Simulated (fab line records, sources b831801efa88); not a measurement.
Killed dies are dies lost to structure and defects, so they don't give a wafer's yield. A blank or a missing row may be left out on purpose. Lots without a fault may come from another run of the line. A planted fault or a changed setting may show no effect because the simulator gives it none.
Which tool did it? | flow gf180mcu | 6 lots, 18 wafers sampled, at 3 steps of a route of 602

WHAT THE GAUGES READ, wafer by wafer
GF_DNWELL_TW_MEAS_09.
lot  | measured    | on            | DNWELL_TW
L992 | day 3 22:53 | film_metro-04 | 1341 1348 1345
L101 | day 5 20:32 | film_metro-04 | 1341 1346 1348
L105 | day 6 17:59 | film_metro-03 | 1360 1358 1362
L107 | day 7 06:14 | film_metro-03 | 1353 1356 1357
L110 | day 7 20:59 | film_metro-03 | 1356 1356 1355

WHICH TOOL RAN EACH LOT (tool, then ch and the chambers of the sampled wafers, then the start)
lot  | GF_STI_ETCH_14                  | GF_STI_STRIP_15
L992 | rie_si-01 ch 2,3, day 3 04:32   | plasma_asher-03 ch 0,1, day 3 04:37
L999 | rie_si-01 ch 0,1,2, day 4 14:53 | plasma_asher-02 ch 0, day 4 14:57
L101 | rie_si-02 ch 1,2,3, day 5 01:11 | plasma_asher-02 ch 1, day 5 01:16
L105 | rie_si-02 ch 0,1,3, day 5 22:02 | plasma_asher-03 ch 1, day 5 22:07
L107 | rie_si-01 ch 0,2,3, day 6 08:17 | plasma_asher-02 ch 1, day 6 08:22
L110 | rie_si-01 ch 0,1,2, day 7 00:17 | plasma_asher-03 ch 0,1, day 7 00:21
- GF_STI_ETCH_14: etches Si in HBr/Cl2/O2, target depth 360 nm, time 102.9 s.
- GF_STI_STRIP_15: strips in O2/N2.

THE ANSWER, worked out from the rows above alone
Rule: what is usual is taken from the lots themselves. Put in order of their means at a reading, lots are off if they are a third of the lots or fewer, leave a main group of 4 or more, and stand apart from it by a gap of 3 or more times the standard deviation of the main group's means; of several such gaps the widest counts. A main group whose means are all the same, to the digits that the tables above print for the reading, isn't used. A lot without any number at a reading at which 4 lots or more have one is off too. The other lots that the step has rows for count as sound.
No lot is off at any reading shown: from this, nothing can be told.

WHAT THE SIMULATOR HAD PUT IN
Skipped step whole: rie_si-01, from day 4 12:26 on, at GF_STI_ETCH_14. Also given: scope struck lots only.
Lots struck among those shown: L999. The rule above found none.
